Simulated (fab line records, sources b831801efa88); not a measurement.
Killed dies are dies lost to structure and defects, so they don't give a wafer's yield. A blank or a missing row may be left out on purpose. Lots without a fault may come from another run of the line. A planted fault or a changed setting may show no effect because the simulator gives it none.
fab line records | flow gf180mcu
record lots=7 wafers=21 last_day=34
route steps=602 shown V2@389 PASSIVATION@602
lots that met no fault: from a run of the same line without faults
start_h: hours from the record's first day to the start of the lot's first wafer shown | wait_h: hours since the lot's step before | " the same as in the row above | L1.1+2: a row that stands for several wafers | - no value, or no start given | * or withheld: withheld | < > ~ a bound
route shown NAME@n: a module of which the file shows steps, and the number in the route of the first | usual: mean/standard deviation of fault-free wafers | same: alike in all rows | chamber/n: place in a boat | sites: the reading at each site | _std_site: their standard deviation | _edge_site: outer sites' mean less inner sites' | radius_mm: how far each site lies from the wafer's centre | mask NAME#n: copy n | behind: the tool/chamber that last shaped the wafer | hold: why the lot was held/for how many hours/how that ended | device: the transistor (n, p or np) that didn't switch | end of line: the same wafers' tests at the end of the route | a step without rows: its recipe alone | killed: dies lost to structure and defects at the first sort, not the wafer's yield | map: a wafer's dies, x killed, . not, _ none there
set.NAME: the setting as run; set.NAME@STEP: as run at that earlier step | model.NAME: the simulator's own value behind a step, which no gauge read
lots at some steps of the route; a table a step, a row a wafer
services: from which hour (start_h, from the record's first day; less than 0 if before it) a tool's chamber was out of use, for how many hours, and why
## steps
# step GF_V2_HMDS_07
# recipe prime_time_s=60 prime_temp_c=120
# step GF_V2_COAT_08
# recipe resist=BARC temp_c=withheld time_s=withheld spin_rpm=withheld resist_thk_nm=withheld
# step GF_V2_COAT_09
# recipe resist=KrF spin_rpm=withheld resist_thk_nm=1000
# step GF_V2_SOFTBAKE_10
# recipe temp_c=130 time_s=60 resist=KrF
# step GF_V2_EXPOSE_11
# recipe mask_id=Via2 target_cd_nm=260 na=0.68 source_shape=conventional sigma_outer=0.6 dose_mj=38
# step GF_V2_PEB_12
# recipe peb_temp_c=135 peb_time_s=90 resist=KrF
# step GF_V2_DEVELOP_13
# recipe develop_time_s=60 resist=KrF dev_temp_c=21
# step GF_V2_CD_MEAS_14
# recipe target_cd_nm=260
# usual cd_nm=260.1/1.4
# columns lot.wafer tool chamber start_h wait_h cd_nm
L949.2 cd_sem-02 - 476.46 0.1 259.9
L949.3 " - " " 260.2
L949.6 " - " " 260.5
L960.2 cd_sem-01 - 564.42 0.1 259.9
L960.4 " - " " 261.1
L960.5 " - " " 260.8
L961.1 cd_sem-01 - 570.75 0.1 257.8
L961.2 " - " " 258.5
L961.6 " - " " 258.5
L962.2 cd_sem-01 - 576.97 0.1 259.5
L962.3 " - " " 258.6
L962.6 " - " " 258.2
L966.1 cd_sem-02 - 609.10 0.1 259.8
L966.4 " - " " 259.5
L966.6 " - " " 259.0
L970.2 cd_sem-02 - 639.48 2.7 259.6
L970.3 " - " " 260.6
L970.4 " - " " 261.5
L972.2 cd_sem-02 - 646.45 0.2 261.0
L972.3 " - " " 262.0
L972.6 " - " " 260.2
# step GF_V2_OVL_MEAS_15
# usual V2_OVL=3/5.3
# columns lot.wafer tool chamber start_h wait_h V2_OVL[nm]
L949.2 overlay-01 - 476.57 0.1 -1
L949.3 " - " " 5
L949.6 " - " " -2
L960.2 overlay-01 - 564.52 0.1 -3
L960.4 " - " " -4
L960.5 " - " " -1
L961.1 overlay-02 - 570.87 0.1 8
L961.2 " - " " 4
L961.6 " - " " 4
L962.2 overlay-01 - 577.07 0.1 -1
L962.3 " - " " 6
L962.6 " - " " -2
L966.1 overlay-01 - 609.22 0.1 7
L966.4 " - " " -10
L966.6 " - " " -4
L970.2 overlay-02 - 639.58 0.1 7
L970.3 " - " " 6
L970.4 " - " " 10
L972.2 overlay-02 - 646.55 0.1 10
L972.3 " - " " 14
L972.6 " - " " 2
# step GF_V2_ETCH_16
# recipe chemistry=N2/H2 target_depth_a=withheld overetch_a=withheld time_s=withheld target=BARC ion_energy_ev=200 source_w=500 bias_w=100 pressure_mtorr=30 n2_flow_sccm=100 h2_flow_sccm=200
# usual drypump_motor_current_A=5.7/0.54 oes_product_au=0.854/0.0048 throttle_valve_pct=13.225/0.009
# columns lot.wafer tool chamber start_h wait_h drypump_motor_current_A oes_product_au throttle_valve_pct
L949.2 rie_diel-03 1 476.60 0.0 5.4 0.853 13.235
L949.3 " 3 " " 5.7 0.862 13.226
L949.6 " 3 " " 5.7 0.856 13.220
L960.2 rie_diel-03 3 564.55 0.0 5.6 0.853 13.234
L960.4 " 2 " " 4.8 0.854 13.226
L960.5 " 3 " " 5.7 0.848 13.237
L961.1 rie_diel-04 3 570.90 0.0 6.4 0.853 13.229
L961.2 " 0 " " 4.9 0.855 13.221
L961.6 " 1 " " 6.2 0.858 13.233
L962.2 rie_diel-04 1 577.10 0.0 6.2 0.852 13.234
L962.3 " 2 " " 6.3 0.854 13.230
L962.6 " 3 " " 6.4 0.854 13.225
L966.1 rie_diel-04 1 609.25 0.0 6.1 0.850 13.220
L966.4 " 3 " " 6.4 0.859 13.232
L966.6 " 3 " " 6.4 0.858 13.231
L970.2 rie_diel-03 1 639.61 0.0 5.4 0.852 13.219
L970.3 " 2 " " 4.8 0.853 13.218
L970.4 " 0 " " 5.2 0.847 13.225
L972.2 rie_diel-02 0 646.58 0.0 5.6 0.848 13.222
L972.3 " 1 " " 6.1 0.858 13.233
L972.6 " 1 " " 6.2 0.854 13.221
# step GF_V2_ETCH_17
# recipe chemistry=C4F8/O2/Ar mask_material=KrF target=SiO2 stop_on=TiN source_w=1500 bias_w=1200 pressure_mtorr=40 c4f8_flow_sccm=withheld O2_flow_sccm=6 Ar_flow_sccm=300 time_s=withheld target_depth_a=6300
# usual oes_product_au=0.856/0.0045
# columns lot.wafer tool chamber start_h wait_h oes_product_au
L949.2 rie_diel-03 1 - - 0.853
L949.3 " 3 " " 0.850
L949.6 " 3 " " 0.845
L960.2 rie_diel-03 3 - - 0.857
L960.4 " 2 " " 0.863
L960.5 " 3 " " 0.851
L961.1 rie_diel-04 3 - - 0.857
L961.2 " 0 " " 0.860
L961.6 " 1 " " 0.850
L962.2 rie_diel-04 1 - - 0.846
L962.3 " 2 " " 0.861
L962.6 " 3 " " 0.851
L966.1 rie_diel-04 1 - - 0.861
L966.4 " 3 " " 0.853
L966.6 " 3 " " 0.858
L970.2 rie_diel-03 1 - - 0.863
L970.3 " 2 " " 0.854
L970.4 " 0 " " 0.858
L972.2 rie_diel-02 0 - - 0.858
L972.3 " 1 " " 0.855
L972.6 " 1 " " 0.853
# step GF_V2_STRIP_18
# recipe chemistry=O2/N2 power_w=1400 pressure_mtorr=1500 platen_temp_c=250 o2_flow_sccm=3000 n2_flow_sccm=300 overash_fraction=0.5
# usual chamber_pressure_mTorr=1500.1/1.5 drypump_motor_current_A=5.9/0.35 heater_power_w=326/14 oes_product_au=0.591/0.0047
# columns lot.wafer tool chamber start_h wait_h chamber_pressure_mTorr drypump_motor_current_A heater_power_w oes_product_au rf_hours_counter_h
L949.2 plasma_asher-01 0 476.73 - 1500.2 5.9 338 0.595 70
L949.3 " 0 " " 1499.9 5.9 319 0.593 -
L949.6 " 1 " " 1499.9 5.3 305 0.592 -
L960.2 plasma_asher-02 0 564.68 - 1499.4 6.0 307 0.591 43
L960.4 " 1 " " 1499.1 5.6 342 0.590 -
L960.5 " 0 " " 1499.7 6.0 307 0.588 -
L961.1 plasma_asher-01 0 571.03 - 1501.9 5.9 333 0.598 80
L961.2 " 1 " " 1500.3 5.4 314 0.582 80
L961.6 " 0 " " 1497.6 5.9 322 0.599 -
L962.2 plasma_asher-03 1 577.23 - 1495.7 6.0 317 0.580 86
L962.3 " 0 " " 1500.7 6.5 337 0.592 -
L962.6 " 0 " " 1500.1 6.5 336 0.594 -
L966.1 plasma_asher-01 1 609.38 - 1497.8 5.3 308 0.587 84
L966.4 " 1 " " 1499.2 5.3 314 0.590 -
L966.6 " 0 " " 1498.3 5.9 331 0.590 -
L970.2 plasma_asher-02 1 639.74 - 1499.7 5.7 342 0.590 51
L970.3 " 0 " " 1500.4 6.0 310 0.593 -
L970.4 " 1 " " 1499.8 5.7 353 0.595 -
L972.2 plasma_asher-02 1 646.71 - 1500.9 5.7 348 0.586 52
L972.3 " 1 " " 1499.1 5.7 348 0.591 -
L972.6 " 1 " " 1502.4 5.7 348 0.592 -
# step GF_V2_STRIP_19
# recipe chemistry=post_etch_residue_remover time_s=1200 temp_c=72.5
# usual bath_guard_temp_C=72.9/0.63 bath_heat_duty_pct=15.0/1.4 time_s=1200/0
# columns lot.wafer tool chamber start_h wait_h bath_guard_temp_C bath_heat_duty_pct time_s
L949.2 wet_bench-02 3 476.83 0.1 73.2 15.2 1200
L949.3 " 3 " " 73.0 15.7 1200
L949.6 " 3 " " 73.3 15.1 1200
L960.2 wet_bench-02 3 564.78 0.1 - - -
L960.4 " 3 " " - - -
L960.5 " 3 " " - - -
L961.1 wet_bench-01 3 571.13 0.1 - - -
L961.2 " 3 " " - - -
L961.6 " 3 " " - - -
L962.2 wet_bench-04 0 577.33 0.1 - - -
L962.3 " 0 " " - - -
L962.6 " 0 " " - - -
L966.1 wet_bench-04 3 609.48 0.1 72.3 10.9 1200
L966.4 " 3 " " 72.1 11.7 1200
L966.6 " 3 " " 71.7 10.3 1200
L970.2 wet_bench-02 0 639.84 0.1 72.8 15.2 1200
L970.3 " 0 " " 72.4 15.2 1200
L970.4 " 0 " " 73.1 15.6 1200
L972.2 wet_bench-02 1 646.81 0.1 74.0 16.1 1200
L972.3 " 1 " " 73.8 14.9 1200
L972.6 " 1 " " 73.8 16.1 1200
# step GF_V2_CLEAN_20
# recipe chemistry=DIW dry=n2_spin
# step GF_PASSIVATION_PROBE_99
# columns lot.wafer tool chamber start_h wait_h model.etest.via2_chain.rc_ohm
L949.2 prober-01 - 685.49 0.1 6.385
L949.3 prober-01 - 685.54 0.2 6.277
L949.6 prober-01 - 685.69 0.2 6.122
L960.2 prober-02 - 753.01 0.1 7.674
L960.4 prober-02 - 753.11 0.2 7.745
L960.5 prober-02 - 753.16 0.2 7.562
L961.1 prober-01 - 759.09 0.1 8.127
L961.2 prober-01 - 759.14 0.1 7.901
L961.6 prober-01 - 759.34 0.2 7.978
L962.2 prober-02 - 762.65 0.1 7.886
L962.3 prober-02 - 762.70 0.2 7.891
L962.6 prober-02 - 762.85 0.2 7.882
L966.1 prober-02 - 787.04 0.1 6.444
L966.4 prober-02 - 787.19 0.2 6.439
L966.6 prober-02 - 787.29 0.2 6.242
L970.2 prober-02 - 809.40 0.1 6.46
L970.3 prober-02 - 809.45 0.2 6.304
L970.4 prober-02 - 809.50 0.2 6.225
L972.2 prober-02 - 815.29 0.1 6.389
L972.3 prober-02 - 815.34 0.2 6.266
L972.6 prober-02 - 815.49 0.2 6.1
# killed by level:class
L949.2 V5:geometric_particle:open=5 CONTACT:geometric_particle:short=3 V4:geometric_particle:open=3 V3:geometric_particle:open=3 STI:geometric_particle:open=2 STI:geometric_particle:short=2 CONTACT:geometric_particle:open=2 M1:geometric_particle:short=2
L949.3 V5:geometric_particle:open=6 CONTACT:geometric_particle:open=5 V4:geometric_particle:open=5 V2:geometric_particle:open=4 V4:geometric_particle:short=4 STI:geometric_particle:open=2 CONTACT:geometric_particle:short=2 V1:geometric_particle:open=2
L949.6 V5:geometric_particle:open=6 V1:geometric_particle:open=6 V4:geometric_particle:open=5 STI:geometric_particle:open=4 V2:geometric_particle:open=4 V3:geometric_particle:open=4 STI:geometric_particle:short=2 SAB:geometric_particle:open=2
L966.1 CONTACT:geometric_particle:open=8 V4:geometric_particle:open=8 V5:geometric_particle:open=5 V5:geometric_particle:short=5 V1:geometric_particle:short=4 M1:geometric_particle:short=3 V1:geometric_particle:open=3 V2:geometric_particle:open=3
L966.4 V5:geometric_particle:open=7 V1:geometric_particle:open=5 V2:geometric_particle:open=4 STI:geometric_particle:open=3 M4:geometric_particle:short=3 M5:geometric_particle:open=3 POLY_GATE:geometric_particle:short=2 SALICIDE:geometric_particle:open=2
L966.6 V1:geometric_particle:open=7 V3:geometric_particle:open=5 STI:geometric_particle:short=4 V4:geometric_particle:open=4 POLY_GATE:geometric_particle:short=3 CONTACT:geometric_particle:open=3 V2:geometric_particle:open=2 V3:geometric_particle:short=2
L970.2 M4:geometric_particle:short=7 STI:geometric_particle:open=6 V3:geometric_particle:open=4 CONTACT:geometric_particle:open=3 V1:geometric_particle:short=3 V1:geometric_particle:open=3 V2:geometric_particle:short=3 M3:geometric_particle:short=3
L970.3 STI:geometric_particle:open=6 V3:geometric_particle:open=5 V4:geometric_particle:open=5 CONTACT:geometric_particle:short=4 V1:geometric_particle:short=4 V4:geometric_particle:short=3 V5:geometric_particle:short=3 CONTACT:geometric_particle:open=2
L970.4 V2:geometric_particle:short=6 CONTACT:geometric_particle:short=4 M3:geometric_particle:short=4 POLY_GATE:geometric_particle:open=3 V5:geometric_particle:open=3 V1:geometric_particle:open=3 V2:geometric_particle:open=3 V4:geometric_particle:open=3
L972.2 V1:geometric_particle:open=4 V2:geometric_particle:open=4 V4:geometric_particle:short=3 V5:geometric_particle:open=3 STI:geometric_particle:short=2 M1:geometric_particle:short=2 V3:geometric_particle:open=2 V4:geometric_particle:open=2
L972.3 V1:geometric_particle:open=5 V4:geometric_particle:open=5 V3:geometric_particle:open=4 V2:geometric_particle:open=4 M1:geometric_particle:short=4 STI:geometric_particle:open=3 M5:geometric_particle:short=3 V5:geometric_particle:open=3
L972.6 V5:geometric_particle:open=6 CONTACT:geometric_particle:open=5 M1:geometric_particle:short=4 M3:geometric_particle:short=4 V2:geometric_particle:open=3 V3:geometric_particle:open=3 STI:geometric_particle:short=2 POLY_GATE:geometric_particle:short=2
## services
# columns tool chamber start_h hours kind
rie_diel-04 - 469.98 0.8 repair
rie_diel-03 0 474.20 2.7 repair
plasma_asher-02 - 476.46 0.6 repair
plasma_asher-02 - 478.88 2.8 pm
wet_bench-01 - 482.15 9.1 repair
plasma_asher-02 - 484.06 7.2 repair
rie_diel-04 0 507.78 6.4 repair
wet_bench-01 - 508.31 5.9 repair
rie_diel-04 3 514.95 2.6 repair
rie_diel-04 2 517.87 8.2 repair
rie_diel-02 - 538.62 2.8 pm
plasma_asher-02 - 559.90 0.9 repair
rie_diel-04 - 567.73 2.8 pm
rie_diel-02 - 604.35 0.2 repair
rie_diel-04 - 605.72 0.7 repair
rie_diel-03 3 618.56 3.7 repair
plasma_asher-01 - 622.79 4.3 pm
rie_diel-03 - 623.56 0.4 repair
rie_diel-02 3 643.87 7.9 repair
## key
first_sign step=GF_V2_STRIP_19 reading=tool_record direction=missing
effect none on later readings
model_effect step=GF_PASSIVATION_PROBE_99 value=etest.via2_chain.rc_ohm without=6.444 struck=7.849
met_at GF_V2_STRIP_19
struck_wafers L960.2,L960.4,L960.5,L961.1,L961.2,L961.6,L962.2,L962.3,L962.6
sort_left_out L960.2,L960.4,L960.5,L961.1,L961.2,L961.6,L962.2,L962.3,L962.6
onset_between 476.83 564.78
fault kind=skipped_step_whole tool=wet_bench-01,wet_bench-02,wet_bench-04 chamber=- onset_h=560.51 steps=GF_V2_STRIP_19 scope=struck_lots_only
# sort_left_out: the simulated sort isn't trusted on such a fault, so these wafers' sort isn't shown, and their yield isn't known
